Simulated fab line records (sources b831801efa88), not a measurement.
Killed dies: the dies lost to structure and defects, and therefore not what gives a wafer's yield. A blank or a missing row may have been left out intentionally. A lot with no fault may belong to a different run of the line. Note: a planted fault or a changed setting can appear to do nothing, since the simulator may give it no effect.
A struck lot beside a sound one / flow gf180mcu / 16 steps out of a route of 602
Sound: the wafers L889.1, L889.5, L889.6. The struck wafers were L899.1, L899.3, L899.6. The cause comes at the end.
For every step that has rows: the tool of each side, followed by ch and its chambers, followed by its first start. Under that, the readings that differ: sound wafers / struck wafers / difference of the means / sigmas: that difference in standard deviations of wafers without a fault.
alike: a reading whose means differ by less than 2 such deviations, as well as words and numbers matching on both sides. not compared: withheld readings; readings where some wafer has no value; bounds like >300 that might hide an equal value; numbers whose values overlap and for which the record gives no deviation.
A row with sigmas, a row that says differs or no value, or rows on one side alone: a step with any of these is where the two part. Non-overlapping numbers with no deviation appear without sigmas and do not part them. A reading that every wafer of one side lacks parts them only if that side has two wafers or more.

GF_HV_LDD_RS_MEAS_53: measures by four-point-probe.
  sound on film_metro-02, day 16 12:05; struck on film_metro-02, day 19 22:53
  alike: HV_LDD_RS
then, 1 step without rows for these wafers: GF_HV_LDD_CVD_54 (deposits SiO2 from TEOS, target thk 10 nm, time 75 s).
GF_HV_LDD_THK_MEAS_55:
  sound on film_metro-04, day 16 13:13; struck on film_metro-04, day 20 00:02
  alike: HV_LDD_CVD_54_THK
then, 1 step without rows for these wafers: GF_HV_LDD_CVD_56 (deposits Si3N4 from DCS/NH3, target thk 90 nm, time 1543 s).
GF_HV_LDD_THK_MEAS_57:
  sound on film_metro-04, day 16 14:43; struck on film_metro-03, day 20 01:31
  alike: HV_LDD_CVD_56_THK
GF_HV_LDD_ETCHBACK_58: etches Si3N4 in CH3F/O2, stops on SiO2, time 100 s, target depth 90 nm.
  sound on rie_diel-01 ch 0,1,3, day 16 14:46; struck on rie_diel-01 ch 1,2, day 20 01:35
  alike: ch3f_flow_sccm, drypump_motor_current_A, oes_product_au, throttle_valve_pct
  not compared: rf_hours_counter_h
then, 6 steps without rows for these wafers: GF_NSD_DEHYDRATE_00 (time 60 s); GF_NSD_HMDS_01 (prime time 60 s); GF_NSD_COAT_02 (resist thk 1009 nm); GF_NSD_SOFTBAKE_03 (time 60 s); GF_NSD_EXPOSE_04 (exposes mask Nplus, target cd 400 nm); GF_NSD_PEB_05.
GF_NSD_DEVELOP_06: develop time 60 s.
  sound on litho_track-03 ch 0, day 17 12:40; struck on litho_track-04 ch 0, day 21 01:26
  alike: developer_temp_C
GF_NSD_CD_MEAS_07: target cd 400 nm.
  sound on cd_sem-01, day 17 12:49; struck on cd_sem-01, day 21 01:35
reading=cd_nm (nm); sound=404.0 401.6 400.8; struck=424.4 425.2 424.0; difference=+22.4; sigmas=+10
GF_NSD_OVL_MEAS_08:
  sound on overlay-02, day 17 12:56; struck on overlay-02, day 21 01:43
reading=NSD_OVL (nm); sound=-4.4 -3.7 -2.2; struck=0.1 0.6 -2.5; difference=+2.8; sigmas=+2
GF_PASSIVATION_PROBE_99:
  rows exist in the record for the sound wafers here (prober-01, day 32 15:05), none for the struck ones

## WHERE THEY PART
Last at GF_PASSIVATION_PROBE_99 as far as this record goes, first at GF_NSD_CD_MEAS_07.

WHY: what the simulator had put in
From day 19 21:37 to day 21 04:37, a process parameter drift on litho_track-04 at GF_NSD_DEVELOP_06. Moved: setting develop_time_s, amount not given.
